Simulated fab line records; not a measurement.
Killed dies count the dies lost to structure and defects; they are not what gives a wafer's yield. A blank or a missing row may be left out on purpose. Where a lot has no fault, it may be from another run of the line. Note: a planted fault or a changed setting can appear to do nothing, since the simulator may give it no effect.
fab line records -- flow sky130
record: lots: 6, wafers: 18, last-day: 50
route steps=708 shown VIA3@582 METAL4@598 PAD_OPEN@708
lots with no fault: from the same line, run without faults
start-h: hours from the record's opening day to when the first of the lot's shown wafers began -- wait-h: hours since the lot's step before -- " identical to the entry in the row above -- L1.1+2: a single row standing in for several wafers -- - either no value or no given start -- * or withheld: withheld -- < > ~ a bound
route shown NAME@n: NAME is a module with steps in the file, n the number in the route of the first one -- usual: the fault-free wafers' mean and standard deviation -- same: alike in all rows -- chamber/n: place in a boat -- sites: readings site by site -- _std_site: the values' standard deviation -- _edge_site: outer sites' mean less inner sites' -- radius-mm: how far each site lies from the wafer's centre -- mask NAME#n: copy n -- behind: the most recent tool/chamber to have shaped the wafer -- hold: reason for holding the lot/hours on hold/outcome of the hold -- device: the transistor (n, p or np) that didn't switch -- end of line: tests of these same wafers at the route's end -- step lacking rows: just its recipe -- killed: not the wafer's yield, but the dies lost to structure and defects at the first sort -- map: a wafer's dies, marking killed ones x, the rest . and places with no die _
set.NAME: the setting the step ran with; set.NAME@STEP: the setting that earlier step ran with -- model.NAME: the simulator's own value behind a step, which no gauge read
lots at some steps of the route; a table a step, a row a wafer
services: a tool's chamber out of use, with start hour (start-h, from the record's first day; less than 0 if before it), hours out, and reason
== steps ==
step: SKY_VIA3_EXPOSE_09
recipe: mask-id: VIM3, na: 0.8, source-shape: annular, sigma-inner: 0.55, sigma-outer: 0.85, target-cd-nm: 200, dose-mj: 38
step: SKY_VIA3_PEB_10
recipe: peb-temp-c: withheld, peb-time-s: withheld, resist: KrF-thick
step: SKY_VIA3_DEVELOP_11
recipe: develop-time-s: 60, resist: KrF-thick, dev-temp-c: 21
step: SKY_VIA3_CD_MEAS_12
recipe: target-cd-nm: 200
usual: cd-nm: 199.8/1.6
lot.wafer,tool,chamber,start-h,wait-h,cd-nm
L816.1,cd-sem-02,-,930.08,-,200.7
L816.4,cd-sem-02,-,930.08,-,199.4
L816.6,cd-sem-02,-,930.08,-,200.7
L820.3,cd-sem-02,-,965.92,-,200.2
L820.4,cd-sem-02,-,965.92,-,201.1
L820.6,cd-sem-02,-,965.92,-,200.5
L828.3,cd-sem-02,-,1013.46,-,199.7
L828.4,cd-sem-02,-,1013.46,-,199.6
L828.5,cd-sem-02,-,1013.46,-,200.6
L829.3,cd-sem-02,-,1025.41,-,198.0
L829.4,cd-sem-02,-,1025.41,-,199.1
L829.5,cd-sem-02,-,1025.41,-,198.2
L836.4,cd-sem-02,-,1065.89,-,196.6
L836.5,cd-sem-02,-,1065.89,-,198.8
L836.6,cd-sem-02,-,1065.89,-,197.6
L837.1,cd-sem-01,-,1071.52,-,197.6
L837.2,cd-sem-01,-,1071.52,-,198.6
L837.6,cd-sem-01,-,1071.52,-,199.0
step: SKY_VIA3_OVL_MEAS_13
usual: VIA3_OVL: 1/5.4
lot.wafer,tool,chamber,start-h,wait-h,VIA3_OVL[nm]
L816.1,overlay-02,-,930.20,0.1,-3
L816.4,overlay-02,-,930.20,0.1,-2
L816.6,overlay-02,-,930.20,0.1,-2
L820.3,overlay-01,-,966.01,0.1,5
L820.4,overlay-01,-,966.01,0.1,-3
L820.6,overlay-01,-,966.01,0.1,1
L828.3,overlay-02,-,1013.55,0.1,1
L828.4,overlay-02,-,1013.55,0.1,1
L828.5,overlay-02,-,1013.55,0.1,-3
L829.3,overlay-01,-,1025.50,0.1,6
L829.4,overlay-01,-,1025.50,0.1,0
L829.5,overlay-01,-,1025.50,0.1,0
L836.4,overlay-01,-,1065.97,0.1,7
L836.5,overlay-01,-,1065.97,0.1,13
L836.6,overlay-01,-,1065.97,0.1,11
L837.1,overlay-02,-,1071.64,0.1,-1
L837.2,overlay-02,-,1071.64,0.1,-4
L837.6,overlay-02,-,1071.64,0.1,-3
step: SKY_VIA3_ETCH_14
recipe: chemistry: N2/H2, target: BARC, ion-energy-ev: 200, source-w: 500, bias-w: 100, pressure-mtorr: 30, n2-flow-sccm: 100, h2-flow-sccm: 200, stop-on: SiO2, time-s: 45.9, target-depth-a: 600
usual: drypump-motor-current-A: 5.8/0.4, oes-product-au: 0.855/0.0047, throttle-valve-pct: 13.226/0.0092
lot.wafer,tool,chamber,start-h,wait-h,drypump-motor-current-A,oes-product-au,rf-hours-counter-h,throttle-valve-pct
L816.1,rie-diel-03,0,930.24,0.0,6.0,0.846,28,13.235
L816.4,rie-diel-03,0,930.24,0.0,6.0,0.851,-,13.236
L816.6,rie-diel-03,2,930.24,0.0,5.3,0.856,-,13.230
L820.3,rie-diel-04,2,966.04,0.0,6.6,0.856,9,13.225
L820.4,rie-diel-04,3,966.04,0.0,6.3,0.860,-,13.214
L820.6,rie-diel-04,2,966.04,0.0,6.6,0.857,-,13.237
L828.3,rie-diel-02,2,1013.57,0.0,5.8,0.860,13,13.222
L828.4,rie-diel-02,1,1013.57,0.0,5.7,0.853,12,13.227
L828.5,rie-diel-02,0,1013.57,0.0,5.2,0.858,-,13.222
L829.3,rie-diel-04,1,1025.52,0.0,6.2,0.865,8,13.230
L829.4,rie-diel-04,0,1025.52,0.0,5.7,0.860,19,13.226
L829.5,rie-diel-04,1,1025.52,0.0,6.2,0.857,-,13.211
L836.4,rie-diel-03,1,1065.99,0.0,5.6,0.852,7,13.232
L836.5,rie-diel-03,2,1065.99,0.0,5.3,0.852,-,13.227
L836.6,rie-diel-03,1,1065.99,0.0,5.6,0.860,-,13.238
L837.1,rie-diel-04,1,1071.67,0.0,6.2,0.853,10,13.220
L837.2,rie-diel-04,2,1071.67,0.0,6.6,0.858,12,13.212
L837.6,rie-diel-04,0,1071.67,0.0,5.7,0.861,-,13.236
step: SKY_VIA3_ETCH_15
recipe: target: SiO2, chemistry: C4F8/O2/Ar, target-depth-nm: 507, stop-on: TiN, mask-material: KrF-thick, source-w: 1500, bias-w: 1200, pressure-mtorr: 40, c4f8-flow-sccm: withheld, O2_flow_sccm: 6, Ar_flow_sccm: 300, time-s: 78
usual: oes-product-au: 0.946/0.0052
lot.wafer,tool,chamber,start-h,wait-h,oes-product-au,rf-hours-counter-h
L816.1,rie-diel-03,0,930.28,0.0,0.945,28
L816.4,rie-diel-03,0,930.28,0.0,0.948,-
L816.6,rie-diel-03,2,930.28,0.0,0.937,-
L820.3,rie-diel-04,2,966.08,0.0,0.954,9
L820.4,rie-diel-04,3,966.08,0.0,0.942,-
L820.6,rie-diel-04,2,966.08,0.0,0.947,-
L828.3,rie-diel-02,2,1013.62,0.0,0.945,14
L828.4,rie-diel-02,1,1013.62,0.0,0.947,12
L828.5,rie-diel-02,0,1013.62,0.0,0.941,-
L829.3,rie-diel-04,1,1025.57,0.0,0.950,8
L829.4,rie-diel-04,0,1025.57,0.0,0.948,19
L829.5,rie-diel-04,1,1025.57,0.0,0.940,-
L836.4,rie-diel-03,1,1066.03,0.0,0.940,7
L836.5,rie-diel-03,2,1066.03,0.0,0.951,-
L836.6,rie-diel-03,1,1066.03,0.0,0.954,-
L837.1,rie-diel-04,1,1071.72,0.0,0.951,10
L837.2,rie-diel-04,2,1071.72,0.0,0.947,12
L837.6,rie-diel-04,0,1071.72,0.0,0.941,-
step: SKY_VIA3_STRIP_16
recipe: chemistry: O2/N2, power-w: 1400, pressure-mtorr: 1500, platen-temp-c: withheld, o2-flow-sccm: 3000, n2-flow-sccm: 300, overash-fraction: 0.5
usual: drypump-motor-current-A: 5.7/0.56, oes-product-au: 0.402/0.0052, strip-time-to-endpoint-s: 4.13/0.037
lot.wafer,tool,chamber,start-h,wait-h,drypump-motor-current-A,oes-product-au,rf-hours-counter-h,strip-time-to-endpoint-s
L816.1,plasma-asher-01,1,930.34,0.0,5.4,0.407,79,4.16
L816.4,plasma-asher-01,1,930.34,0.0,5.4,0.400,-,4.17
L816.6,plasma-asher-01,1,930.34,0.0,5.4,0.394,-,4.18
L820.3,plasma-asher-04,0,966.17,0.1,5.3,0.398,-,4.20
L820.4,plasma-asher-04,1,966.17,0.1,5.4,0.399,-,4.08
L820.6,plasma-asher-04,0,966.17,0.1,5.3,0.409,-,4.14
L828.3,plasma-asher-01,1,1013.71,0.1,5.4,0.398,-,4.09
L828.4,plasma-asher-01,0,1013.71,0.1,6.6,0.401,-,4.11
L828.5,plasma-asher-01,0,1013.71,0.1,6.6,0.398,-,4.04
L829.3,plasma-asher-04,0,1025.66,0.1,5.3,0.405,-,4.21
L829.4,plasma-asher-04,1,1025.66,0.1,5.3,0.410,-,4.15
L829.5,plasma-asher-04,1,1025.66,0.1,5.3,0.401,-,4.19
L836.4,plasma-asher-04,1,1066.12,0.1,5.3,0.410,-,4.17
L836.5,plasma-asher-04,0,1066.12,0.1,5.3,0.405,-,4.18
L836.6,plasma-asher-04,1,1066.12,0.1,5.3,0.403,-,4.16
L837.1,plasma-asher-03,1,1071.78,0.0,5.4,0.409,1,4.18
L837.2,plasma-asher-03,0,1071.78,0.0,6.4,0.408,1,4.17
L837.6,plasma-asher-03,1,1071.78,0.0,5.4,0.406,-,4.13
step: SKY_VIA3_STRIP_17
recipe: chemistry: post-etch-residue-remover, time-s: 1200, temp-c: 72.5
step: SKY_VIA3_CLEAN_18
recipe: chemistry: IPA, time-s: 180, temp-c: 25
step: SKY_VIA3_CLEAN_19
recipe: chemistry: O3/DIW, dry: n2-spin
step: SKY_VIA3_SPUTTER_20
recipe: material: TiN, target-thk-nm: 20, chamber-pressure-pa: 5, power-w: 4000, time-s: 80
usual: throttle-valve-pct: 30.0/0.97
lot.wafer,tool,chamber,start-h,wait-h,throttle-valve-pct
L816.1,pvd-sputter-01,-,930.99,0.0,31.2
L816.4,pvd-sputter-01,-,930.99,0.0,29.0
L816.6,pvd-sputter-01,-,930.99,0.0,29.5
L820.3,pvd-sputter-01,-,966.73,0.0,29.9
L820.4,pvd-sputter-01,-,966.73,0.0,28.9
L820.6,pvd-sputter-01,-,966.73,0.0,28.6
L828.3,pvd-sputter-01,-,1014.27,0.0,29.6
L828.4,pvd-sputter-01,-,1014.27,0.0,29.6
L828.5,pvd-sputter-01,-,1014.27,0.0,29.8
L829.3,pvd-sputter-03,-,1026.22,0.0,29.0
L829.4,pvd-sputter-03,-,1026.22,0.0,29.8
L829.5,pvd-sputter-03,-,1026.22,0.0,31.3
L836.4,pvd-sputter-01,-,1066.68,0.0,28.8
L836.5,pvd-sputter-01,-,1066.68,0.0,29.4
L836.6,pvd-sputter-01,-,1066.68,0.0,29.7
L837.1,pvd-sputter-01,-,1072.37,0.0,28.8
L837.2,pvd-sputter-01,-,1072.37,0.0,29.7
L837.6,pvd-sputter-01,-,1072.37,0.0,31.0
step: SKY_VIA3_CVD_21
recipe: material: W, target-thk-nm: 390, time-s: 117.31, temp-c: 400, pressure-torr: 40
usual: heater-power-w: 850/82
lot.wafer,tool,chamber,start-h,wait-h,heater-power-w,since-wet-clean-h,model.W_of_VIA3_CVD_21.thk-nm
L816.1,cvd-w-01,1,931.05,0.0,791,13,385
L816.4,cvd-w-01,0,931.05,0.0,823,-,381.8
L816.6,cvd-w-01,0,931.05,0.0,808,-,382.5
L820.3,cvd-w-02,1,966.83,0.1,1007,-,379.8
L820.4,cvd-w-02,0,966.83,0.1,840,-,390.9
L820.6,cvd-w-02,0,966.83,0.1,823,-,395.3
L828.3,cvd-w-01,1,1014.41,0.1,787,-,444.7
L828.4,cvd-w-01,1,1014.41,0.1,785,-,389.9
L828.5,cvd-w-01,1,1014.41,0.1,798,-,449.7
L829.3,cvd-w-01,0,1026.32,0.1,825,-,447.3
L829.4,cvd-w-01,1,1026.32,0.1,786,-,393.9
L829.5,cvd-w-01,0,1026.32,0.1,834,-,449.2
L836.4,cvd-w-02,0,1066.78,0.1,823,-,384.9
L836.5,cvd-w-02,0,1066.78,0.1,817,-,387.1
L836.6,cvd-w-02,1,1066.78,0.1,1039,-,381.7
L837.1,cvd-w-02,1,1072.43,0.0,1016,668,384.8
L837.2,cvd-w-02,0,1072.43,0.0,805,668,393.9
L837.6,cvd-w-02,0,1072.43,0.0,821,-,394.1
step: SKY_VIA3_RS_MEAS_22
recipe: thk-meas-gauge: four-point-probe, reads: W_of_VIA3_CVD_21+TiN_of_VIA3_SPUTTER_20
usual: VIA3_W_RS: 0.295/0.0041
lot.wafer,tool,chamber,start-h,wait-h,VIA3_W_RS[ohm/sq]
L816.1,film-metro-02,-,931.17,0.1,0.298
L816.4,film-metro-02,-,931.17,0.1,0.300
L816.6,film-metro-02,-,931.17,0.1,0.300
L820.3,film-metro-04,-,966.96,0.1,0.302
L820.4,film-metro-04,-,966.96,0.1,0.293
L820.6,film-metro-04,-,966.96,0.1,0.291
L828.3,film-metro-02,-,1014.61,0.2,0.257
L828.4,film-metro-02,-,1014.61,0.2,0.294
L828.5,film-metro-02,-,1014.61,0.2,0.254
L829.3,film-metro-04,-,1026.44,0.1,0.256
L829.4,film-metro-04,-,1026.44,0.1,0.291
L829.5,film-metro-04,-,1026.44,0.1,0.255
L836.4,film-metro-02,-,1066.93,0.1,0.298
L836.5,film-metro-02,-,1066.93,0.1,0.296
L836.6,film-metro-02,-,1066.93,0.1,0.301
L837.1,film-metro-03,-,1072.55,0.1,0.298
L837.2,film-metro-03,-,1072.55,0.1,0.291
L837.6,film-metro-03,-,1072.55,0.1,0.290
step: SKY_VIA3_THK_MEAS_23
recipe: thk-meas-gauge: xrf, reads: W_of_VIA3_CVD_21
usual: VIA3_W_THK: 376/6
lot.wafer,tool,chamber,start-h,wait-h,VIA3_W_THK[nm]
L816.1,film-metro-02,-,931.29,0.1,372
L816.4,film-metro-02,-,931.29,0.1,369
L816.6,film-metro-02,-,931.29,0.1,370
L820.3,film-metro-04,-,967.06,0.1,366
L820.4,film-metro-04,-,967.06,0.1,379
L820.6,film-metro-04,-,967.06,0.1,380
L828.3,film-metro-02,-,1014.71,0.1,432
L828.4,film-metro-02,-,1014.71,0.1,377
L828.5,film-metro-02,-,1014.71,0.1,431
L829.3,film-metro-04,-,1026.54,0.1,433
L829.4,film-metro-04,-,1026.54,0.1,381
L829.5,film-metro-04,-,1026.54,0.1,432
L836.4,film-metro-02,-,1067.02,0.1,368
L836.5,film-metro-02,-,1067.02,0.1,368
L836.6,film-metro-02,-,1067.02,0.1,366
L837.1,film-metro-03,-,1072.67,0.1,377
L837.2,film-metro-03,-,1072.67,0.1,388
L837.6,film-metro-03,-,1072.67,0.1,388
step: SKY_VIA3_CMP_24
recipe: stop-on: SiO2, t-overpolish-s: 20, down-force-psi: 3.5, platen-rpm: 60, target-thk-nm: 0, pad-velocity-m-s: 0.94248
usual: motor-current-A: 10.6/0.85, time-to-endpoint-s: 96/4.5
lot.wafer,tool,chamber,start-h,wait-h,motor-current-A,time-to-endpoint-s
L816.1,cmp-02,2,931.40,0.1,10.5,89
L816.4,cmp-02,3,931.40,0.1,10.7,94
L816.6,cmp-02,2,931.40,0.1,11.5,87
L820.3,cmp-02,0,967.10,0.0,9.7,92
L820.4,cmp-02,3,967.10,0.0,10.2,101
L820.6,cmp-02,1,967.10,0.0,11.0,105
L828.4,cmp-01,2,1014.75,0.0,9.4,101
L828.3,cmp-01,1,1014.75,0.0,9.4,112
L828.5,cmp-01,3,1014.75,0.0,10.9,105
L829.4,cmp-01,0,1026.58,0.0,11.3,96
L829.3,cmp-01,1,1026.58,0.0,9.6,110
L829.5,cmp-01,0,1026.58,0.0,11.6,108
L836.4,cmp-01,2,1067.10,0.1,9.7,96
L836.6,cmp-01,1,1067.10,0.1,9.4,95
L836.5,cmp-01,2,1067.10,0.1,9.8,95
L837.2,cmp-02,2,1072.83,0.1,11.7,96
L837.1,cmp-02,3,1072.83,0.1,9.9,100
L837.6,cmp-02,0,1072.83,0.1,9.7,94
step: SKY_METAL4_SPUTTER_00
recipe: material: Ti, target-thk-nm: 15, power-w: 3000, time-s: 10, chamber-pressure-pa: 0.4
usual: throttle-valve-pct: 30.2/1.2
lot.wafer,tool,chamber,start-h,wait-h,throttle-valve-pct
L816.1,pvd-sputter-04,-,931.65,0.2,31.1
L816.4,pvd-sputter-04,-,931.65,0.2,30.7
L816.6,pvd-sputter-04,-,931.65,0.2,30.9
L820.3,pvd-sputter-02,-,967.40,0.2,29.5
L820.4,pvd-sputter-02,-,967.40,0.2,31.2
L820.6,pvd-sputter-02,-,967.40,0.2,28.8
L828.3,pvd-sputter-02,-,1015.05,0.1,31.1
L828.4,pvd-sputter-02,-,1015.05,0.1,31.0
L828.5,pvd-sputter-02,-,1015.05,0.1,30.7
L829.3,pvd-sputter-04,-,1026.88,0.2,31.1
L829.4,pvd-sputter-04,-,1026.88,0.2,28.9
L829.5,pvd-sputter-04,-,1026.88,0.2,31.0
L836.4,pvd-sputter-04,-,1067.36,0.2,29.0
L836.5,pvd-sputter-04,-,1067.36,0.2,31.8
L836.6,pvd-sputter-04,-,1067.36,0.2,31.3
L837.1,pvd-sputter-04,-,1073.03,0.1,29.0
L837.2,pvd-sputter-04,-,1073.03,0.1,30.7
L837.6,pvd-sputter-04,-,1073.03,0.1,31.3
step: SKY_PAD_OPEN_PROBE_99
usual: defect-limited-yield: 82.9/1.7, killed_at_M0_to_M3: 42/6.1, killed_at_M4_up: 3.4/2, killed-at-contacts: 23/4.8, killed-at-front-end: 15/3.8, killed-at-other: 0.3/0.48, killed-dies: 84/8.5, killed-on-rim: 16/3.9, killed-open: 46/6.8, killed-short: 38/6.2, sort_bin_3_pad_short: 0.8/0.42, sort_bin_5_function: 10.1/1.4, sort_bin_6_memory: 6.2/0.99, sort-n-pass: 408/8.5, sort-yield-pct: 82.9/1.7
same: gross-dies: 492, killed-at-back-side: 0, sort_bin_4_leakage[%]: 0, sort_bin_8_speed[%]: 0
lot.wafer,tool,chamber,start-h,wait-h,defect-limited-yield[%],killed_at_M0_to_M3,killed_at_M4_up,killed-at-contacts,killed-at-front-end,killed-at-other,killed-dies,killed-on-rim,killed-open,killed-short,sort_bin_3_pad_short[%],sort_bin_5_function[%],sort_bin_6_memory[%],sort-n-pass,sort-yield-pct[%]
L816.1,prober-01,-,1079.44,0.1,82.9,44,4,21,15,0,84,17,42,42,1.0,10.4,5.7,408,82.9
L816.4,prober-01,-,1079.59,0.2,82.9,42,1,18,23,0,84,17,43,41,0,8.5,8.5,408,82.9
L816.6,prober-01,-,1079.69,0.2,80.9,45,6,28,14,1,94,14,43,51,1.4,10.6,7.1,398,80.9
L820.3,prober-01,-,1110.64,0.2,78.9,49,3,29,23,0,104,22,62,42,1.4,11.6,8.1,388,78.9
L820.4,prober-01,-,1110.69,0.2,81.5,41,4,29,16,1,91,17,58,33,0.8,9.8,7.9,401,81.5
L820.6,prober-01,-,1110.79,0.2,81.3,54,7,17,14,0,92,25,49,43,1.0,10.8,6.9,400,81.3
L828.3,prober-01,-,1146.83,0.2,84.3,29,3,25,20,0,77,19,40,37,0.6,8.3,6.7,415,84.3
L829.3,prober-02,-,1156.77,0.2,81.7,45,7,24,14,0,90,19,60,29,0.8,11.6,5.9,402,81.7
L829.4,prober-02,-,1156.82,0.2,80.1,50,8,24,15,1,98,17,57,40,0.6,14.2,5.1,394,80.1
L829.5,prober-02,-,1156.87,0.2,80.5,41,6,27,22,0,96,26,57,39,0.4,11.0,8.1,396,80.5
L836.4,prober-02,-,1188.64,0.2,83.1,48,3,18,14,0,83,13,40,43,1.0,10.0,5.9,409,83.1
L836.5,prober-02,-,1188.69,0.2,83.3,38,4,22,18,0,82,14,38,44,0.8,7.7,8.1,410,83.3
L836.6,prober-02,-,1188.74,0.2,80.9,53,1,22,16,2,94,16,51,43,1.8,10.8,6.5,398,80.9
L837.1,prober-01,-,1192.17,0.1,85.8,39,4,16,11,0,70,8,40,30,0.4,8.1,5.7,422,85.8
L837.2,prober-01,-,1192.22,0.1,83.1,41,1,25,16,0,83,17,35,48,0.8,9.8,6.3,409,83.1
L837.6,prober-01,-,1192.42,0.2,80.3,47,4,25,20,1,97,21,53,43,0,13.0,6.7,395,80.3
killed by level:class
L816.1 VIA1:geometric-particle:open=10 METAL2:geometric-particle:short=6 VIA1:geometric-particle:short=6 CONTACT:geometric-particle:short=5 VIA2:geometric-particle:open=5 POLY_GATE:geometric-particle:open=4 LI_CONTACT:geometric-particle:open=4 LOCAL_INTERCONNECT:geometric-particle:short=4
L816.4 VIA1:geometric-particle:open=9 VIA1:geometric-particle:short=8 CONTACT:geometric-particle:short=7 POLY_GATE:geometric-particle:short=6 VIA2:geometric-particle:open=6 FIELD_ISO:geometric-particle:short=5 POLY_GATE:geometric-particle:open=5 CONTACT:geometric-particle:open=5
L816.6 LI_CONTACT:geometric-particle:open=8 METAL1:geometric-particle:short=8 VIA1:geometric-particle:open=8 CONTACT:geometric-particle:short=7 METAL2:geometric-particle:short=7 LOCAL_INTERCONNECT:geometric-particle:short=5 CONTACT:geometric-particle:open=5 POLY_GATE:geometric-particle:open=4
L820.3 CONTACT:geometric-particle:open=14 VIA1:geometric-particle:open=14 LI_CONTACT:geometric-particle:open=8 FIELD_ISO:geometric-particle:short=7 FIELD_ISO:geometric-particle:open=6 VIA1:geometric-particle:short=6 POLY_GATE:geometric-particle:open=6 VIA2:geometric-particle:open=5
L820.4 VIA1:geometric-particle:open=14 CONTACT:geometric-particle:open=11 LI_CONTACT:geometric-particle:open=6 CONTACT:geometric-particle:short=6 VIA3:geometric-particle:open=6 POLY_GATE:geometric-particle:open=5 FIELD_ISO:geometric-particle:open=4 FIELD_ISO:geometric-particle:short=4
L820.6 VIA1:geometric-particle:open=18 METAL1:geometric-particle:short=7 POLY_GATE:geometric-particle:open=6 LI_CONTACT:geometric-particle:open=6 METAL4:geometric-particle:short=6 VIA1:geometric-particle:short=5 VIA3:geometric-particle:open=5 METAL2:geometric-particle:short=4
L828.3 CONTACT:geometric-particle:open=10 LOCAL_INTERCONNECT:geometric-particle:short=8 POLY_GATE:geometric-particle:short=6 VIA1:geometric-particle:open=6 VIA3:geometric-particle:open=6 POLY_GATE:geometric-particle:open=5 LI_CONTACT:geometric-particle:open=4 VIA2:geometric-particle:open=4
L829.3 VIA1:geometric-particle:open=14 CONTACT:geometric-particle:open=10 VIA2:geometric-particle:open=8 VIA3:geometric-particle:open=5 POLY_GATE:geometric-particle:open=5 LI_CONTACT:geometric-particle:open=4 CONTACT:geometric-particle:short=4 METAL2:geometric-particle:short=4
L829.4 VIA1:geometric-particle:open=16 CONTACT:geometric-particle:open=11 VIA2:geometric-particle:open=11 METAL1:geometric-particle:short=7 LI_CONTACT:geometric-particle:short=6 VIA3:geometric-particle:open=6 FIELD_ISO:geometric-particle:short=5 FIELD_ISO:geometric-particle:open=4
L829.5 CONTACT:geometric-particle:open=13 VIA1:geometric-particle:open=12 VIA3:geometric-particle:open=7 FIELD_ISO:geometric-particle:open=6 LI_CONTACT:geometric-particle:open=6 CONTACT:geometric-particle:short=5 METAL2:geometric-particle:short=5 SPACER:geometric-particle:short=4
L836.4 METAL1:geometric-particle:short=10 CONTACT:geometric-particle:open=8 VIA2:geometric-particle:open=7 VIA3:geometric-particle:open=6 VIA1:geometric-particle:open=6 FIELD_ISO:geometric-particle:open=5 VIA1:geometric-particle:short=5 FIELD_ISO:geometric-particle:short=4
L836.5 VIA1:geometric-particle:open=10 FIELD_ISO:geometric-particle:short=7 VIA2:geometric-particle:open=7 LOCAL_INTERCONNECT:geometric-particle:short=7 CONTACT:geometric-particle:open=7 CONTACT:geometric-particle:short=5 POLY_GATE:geometric-particle:short=4 METAL2:geometric-particle:short=4
L836.6 METAL1:geometric-particle:short=11 CONTACT:geometric-particle:open=9 VIA2:geometric-particle:open=7 VIA1:geometric-particle:open=7 METAL2:geometric-particle:short=6 FIELD_ISO:geometric-particle:open=6 LI_CONTACT:geometric-particle:open=6 VIA3:geometric-particle:open=5
L837.1 VIA1:geometric-particle:open=12 CONTACT:geometric-particle:open=7 VIA2:geometric-particle:short=6 FIELD_ISO:geometric-particle:open=5 METAL2:geometric-particle:short=4 METAL1:geometric-particle:short=4 FIELD_ISO:geometric-particle:short=3 LI_CONTACT:geometric-particle:open=3
L837.2 VIA1:geometric-particle:short=8 LI_CONTACT:geometric-particle:open=7 CONTACT:geometric-particle:open=7 METAL2:geometric-particle:short=7 LOCAL_INTERCONNECT:geometric-particle:short=6 FIELD_ISO:geometric-particle:short=5 METAL1:geometric-particle:short=5 VIA2:geometric-particle:open=5
L837.6 VIA1:geometric-particle:open=15 VIA2:geometric-particle:open=10 CONTACT:geometric-particle:open=7 FIELD_ISO:geometric-particle:open=6 CONTACT:geometric-particle:short=6 LOCAL_INTERCONNECT:geometric-particle:short=6 POLY_GATE:geometric-particle:short=5 LI_CONTACT:geometric-particle:short=4
== services ==
tool,chamber,start-h,hours,kind
pvd-sputter-04,-,907.88,1.4,repair
cmp-01,-,912.00,4.0,pm
rie-diel-04,3,912.33,5.2,repair
pvd-sputter-04,-,914.06,1.5,repair
plasma-asher-01,-,918.16,0.6,repair
rie-diel-02,3,927.68,4.2,repair
rie-diel-03,1,928.77,10.6,repair
cvd-w-01,-,933.72,2.8,pm
cmp-01,-,947.38,4.5,repair
cmp-02,-,960.10,1.4,repair
rie-diel-04,1,961.85,9.1,repair
cmp-02,-,970.12,1.0,repair
cmp-02,-,986.37,7.9,pm
cvd-w-01,0,1007.73,7.4,repair
cvd-w-02,0,1019.46,12.3,repair
cmp-02,-,1030.35,15.0,pm
cvd-w-02,-,1039.35,1.0,repair
rie-diel-03,3,1050.89,14.3,repair
cmp-02,-,1051.01,0.7,repair
cmp-02,-,1057.14,1.4,repair
cmp-01,-,1059.04,3.9,pm
cvd-w-01,-,1066.49,6.9,pm
cmp-02,-,1069.56,0.3,repair
pvd-sputter-01,-,1072.59,4.6,repair
== key ==
first-sign: step: SKY_VIA3_RS_MEAS_22, reading: VIA3_W_RS, direction: down, sigmas: 9.6, usual: 0.295, struck: 0.256
effect: step: SKY_VIA3_THK_MEAS_23, reading: VIA3_W_THK, direction: up, sigmas: 9.3, usual: 376, struck: 432
effect: step: SKY_VIA3_CMP_24, reading: time-to-endpoint-s, direction: up, sigmas: 2.8, usual: *, struck: *
model-effect: step: SKY_VIA3_CVD_21, value: W_of_VIA3_CVD_21.thk-nm, without: 391.6, struck: 447.7
met-at SKY_VIA3_CVD_21
struck-wafers L828.3,L828.5,L829.3,L829.5
onset-between 931.05 1014.41
fault: kind: process-parameter-drift, tool: cvd-w-01, chamber: -, onset-h: 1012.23, steps: SKY_VIA3_CVD_21, channel: target-thk-nm, offset: 56.247, shape: step, end-h: 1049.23, scope: struck-wafers-only, acts-in: these-recipes-only, stated: 390
